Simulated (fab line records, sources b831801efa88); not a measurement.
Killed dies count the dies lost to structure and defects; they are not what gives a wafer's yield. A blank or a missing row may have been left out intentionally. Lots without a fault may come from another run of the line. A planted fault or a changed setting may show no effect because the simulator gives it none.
Which tool did it? ; flow sky130 ; 13 lots with 39 wafers sampled at 5 steps, on a route of 708 steps

== WHAT THE GAUGES READ, wafer by wafer ==
The record holds no reading of a measuring or inspecting step that can be judged against a usual standard deviation.

== WHICH TOOL RAN EACH LOT (tool, then ch and the chambers of the sampled wafers, then the start) ==
lot;SKY_SONOS_TUNNEL_CLEAN_13;SKY_METAL4_METAL_ETCH_18;SKY_METAL5_SPUTTER_02;SKY_PASSIVATION_ETCH_11;SKY_PAD_OPEN_PROBE_99
L741;wet-bench-01 ch 1, day 11 17:24;rie-metal-02 ch 0,1, day 41 20:12;pvd-sputter-01, day 42 22:06;rie-diel-01 ch 1,3, day 44 21:27;prober-02, day 45 21:37
L743;wet-bench-03 ch 2, day 12 19:59;rie-metal-04 ch 0,1, day 42 23:11;pvd-sputter-03, day 44 00:56;rie-diel-03 ch 0,1,3, day 45 20:35;prober-02, day 46 20:01
L744;wet-bench-03 ch 0, day 13 07:50;rie-metal-01 ch 0,1, day 43 15:08;pvd-sputter-01, day 44 15:59;rie-diel-01 ch 0,1,2, day 46 11:29;prober-01, day 47 08:55
L745;wet-bench-03 ch 3, day 13 12:34;rie-metal-02 ch 0,1, day 43 17:37;pvd-sputter-03, day 44 19:16;rie-diel-03 ch 0,1,3, day 46 13:54;prober-02, day 47 12:04
L746;wet-bench-03 ch 0, day 13 15:40;rie-metal-02 ch 0, day 43 20:41;pvd-sputter-01, day 44 21:44;rie-diel-02 ch 0,1, day 46 17:12;prober-01, day 47 15:45
L747;wet-bench-02 ch 2, day 14 00:41;rie-metal-01 ch 1, day 44 03:00;pvd-sputter-04, day 45 03:32;rie-diel-01 ch 0,1,2, day 46 21:32;prober-02, day 47 19:55
L748;wet-bench-02 ch 1, day 14 07:25;rie-metal-01 ch 0,1, day 44 13:28;pvd-sputter-04, day 45 13:30;rie-diel-03 ch 0,2,3, day 47 06:46;prober-01, day 48 05:05
L750;wet-bench-02 ch 3, day 14 20:55;rie-metal-04 ch 1, day 44 21:46;pvd-sputter-04, day 45 21:56;rie-diel-02 ch 0,1,2, day 47 16:20;prober-02, day 48 13:52
L751;wet-bench-02 ch 0, day 14 22:56;rie-metal-01 ch 0,1, day 45 13:22;pvd-sputter-01, day 46 13:50;rie-diel-02 ch 1,2,3, day 48 06:16;prober-02, day 49 03:49
L752;wet-bench-02 ch 1, day 15 14:11;rie-metal-01 ch 0,1, day 45 16:01;pvd-sputter-03, day 46 15:41;rie-diel-01 ch 1,2, day 48 08:38;prober-01, day 49 05:29
L753;wet-bench-02 ch 3, day 15 18:33;rie-metal-02 ch 0, day 45 16:19;pvd-sputter-04, day 46 16:26;rie-diel-02 ch 2,3, day 48 08:59;prober-02, day 49 05:57
L755;wet-bench-02 ch 3, day 16 12:56;rie-metal-01 ch 0,1, day 45 23:21;pvd-sputter-01, day 46 21:55;rie-diel-01 ch 1,2,3, day 48 14:08;prober-02, day 49 11:10
L756;wet-bench-02 ch 1, day 16 21:17;rie-metal-01 ch 0,1, day 46 02:01;pvd-sputter-04, day 47 00:18;rie-diel-01 ch 0,1,3, day 48 16:18;prober-01, day 49 13:07
- SKY_SONOS_TUNNEL_CLEAN_13: cleans in dHF, time 20 s.
- SKY_METAL4_METAL_ETCH_18: etches the open film in Cl2/BCl3, stops on SiO2, target depth 845 nm, time 183.1 s.
- SKY_METAL5_SPUTTER_02: material AlCu, target thk 1150 nm, time 61.2 s.
- SKY_PASSIVATION_ETCH_11: etches the open film in CF4/O2, stops on AlCu, target depth 725 nm, time 161.1 s.
- SKY_PAD_OPEN_PROBE_99

== AS READ BY THE TOOLS THEMSELVES (means over the sampled wafers that have a number; for cases with no such wafer, the mark the record gives instead) ==
SKY_METAL4_METAL_ETCH_18. Usual: drypump-motor-current-A 5.4 A, standard deviation 0.55; oes-product-au 0.864 a.u., standard deviation 0.0063; throttle-valve-pct 22.263 %, standard deviation 0.0091.
lot;tool;drypump-motor-current-A (A);oes-product-au (a.u.);throttle-valve-pct (%);flag
L741;rie-metal-02;5.8;0.874;22.259;
L743;rie-metal-04;5.4;0.872;22.264;
L744;rie-metal-01;5.1;0.872;22.267;
L745;rie-metal-02;5.8;0.861;22.271;
L746;rie-metal-02;5.8;0.867;22.257;
L747;rie-metal-01;4.7;0.867;22.254;
L748;rie-metal-01;5.5;0.861;22.263;
L750;rie-metal-04;5.8;0.864;22.265;
L751;rie-metal-01;5.1;0.862;22.248;
L752;rie-metal-01;5.1;0.870;22.262;
L753;rie-metal-02;5.8;0.859;22.269;
L755;rie-metal-01;5.1;0.859;22.253;
L756;rie-metal-01;5.1;0.860;22.269;

SKY_METAL5_SPUTTER_02. Usual: throttle-valve-pct at 29.9 %, with a standard deviation of 1.
lot;tool;throttle-valve-pct (%);flag
L741;pvd-sputter-01;30.9;
L743;pvd-sputter-03;30.4;
L744;pvd-sputter-01;30.2;
L745;pvd-sputter-03;30.3;
L746;pvd-sputter-01;30.2;
L747;pvd-sputter-04;29.8;
L748;pvd-sputter-04;29.0;
L750;pvd-sputter-04;28.7;
L751;pvd-sputter-01;30.2;
L752;pvd-sputter-03;30.9;
L753;pvd-sputter-04;28.7;
L755;pvd-sputter-01;30.9;
L756;pvd-sputter-04;29.0;

SKY_PASSIVATION_ETCH_11. Usual: drypump-motor-current-A 5.9 A, standard deviation 0.46; oes-product-au 0.977 a.u., standard deviation 0.0062; throttle-valve-pct 5.964 %, standard deviation 0.0088.
lot;tool;drypump-motor-current-A (A);oes-product-au (a.u.);throttle-valve-pct (%);flag
L741;rie-diel-01;5.6;0.985;5.963;
L743;rie-diel-03;6.3;0.971;5.961;
L744;rie-diel-01;5.8;0.981;5.967;
L745;rie-diel-03;6.3;0.981;5.963;
L746;rie-diel-02;5.8;0.974;5.964;
L747;rie-diel-01;5.8;0.982;5.969;
L748;rie-diel-03;6.1;0.979;5.971;
L750;rie-diel-02;5.9;0.974;5.968;
L751;rie-diel-02;5.4;0.978;5.958;
L752;rie-diel-01;5.8;0.980;5.962;
L753;rie-diel-02;5.3;0.978;5.966;
L755;rie-diel-01;5.7;0.977;5.967;
L756;rie-diel-01;5.5;0.977;5.955;

SKY_PAD_OPEN_PROBE_99. Usual: killed_at_M0_to_M3 44, standard deviation 7.5; killed_at_M4_up 3.3, standard deviation 1.8; killed-at-contacts 25, standard deviation 5.9; killed-at-front-end 16, standard deviation 4.7; killed-at-other 0.3, standard deviation 0.52; killed-dies 89, standard deviation 9.9; killed-on-rim 18, standard deviation 3.9; killed-open 49, standard deviation 7.8; killed-short 40, standard deviation 5.8.
lot;tool;killed_at_M0_to_M3;killed_at_M4_up;killed-at-contacts;killed-at-front-end;killed-at-other;killed-dies;killed-on-rim;killed-open;killed-short;flag
L741;prober-02;42;4.7;21;18;0.3;85;17;42;42;
L743;prober-02;42;2.0;27;14;0.3;85;17;48;37;
L744;prober-01;45;2.0;26;19;0.0;92;18;52;39;
L745;prober-02;46;3.7;25;13;0.7;87;15;46;41;
L746;prober-01;37;2.3;27;19;0.3;86;21;43;42;
L747;prober-02;44;2.7;31;15;0.7;93;17;54;38;
L748;prober-01;41;3.0;20;20;0.3;85;17;49;36;
L750;prober-02;45;2.0;32;14;0.0;93;18;52;40;
L751;prober-02;41;4.3;24;15;0.3;84;15;46;38;
L752;prober-01;40;0.7;28;11;0.0;80;15;45;34;
L753;prober-02;43;4.0;30;13;0.0;89;17;48;41;
L755;prober-02;40;5.7;21;50;0.0;116;24;44;40;OFF
L756;prober-01;44;3.0;26;40;0.3;114;23;49;41;OFF

== THE ANSWER, worked out from the rows above alone ==
Rule: a lot counts as off when the mean over its wafers that have a number is more than 3 standard deviations away from the usual mean. A lot without any number at a reading at which 4 lots or more have one is off too. The other lots that the step has rows for count as sound. Order of review: gauges by route order, followed by the tools' own readings, for which a lot's mean as printed above is used. At the first step where some lot is off, the reading lying furthest off is the one used; lots without a number count as furthest.
Off: L755, L756, at SKY_PAD_OPEN_PROBE_99 (killed-at-front-end).
If a tool, at that step or one of the process steps before it, ran each lot that is off and ran no sound lot following the first of them, it fits. Can't be told from this: 3 tools fit, wet-bench-02 at SKY_SONOS_TUNNEL_CLEAN_13, rie-metal-01 at SKY_METAL4_METAL_ETCH_18, rie-diel-01 at SKY_PASSIVATION_ETCH_11.

== WHAT HAD BEEN PUT IN BY THE SIMULATOR ==
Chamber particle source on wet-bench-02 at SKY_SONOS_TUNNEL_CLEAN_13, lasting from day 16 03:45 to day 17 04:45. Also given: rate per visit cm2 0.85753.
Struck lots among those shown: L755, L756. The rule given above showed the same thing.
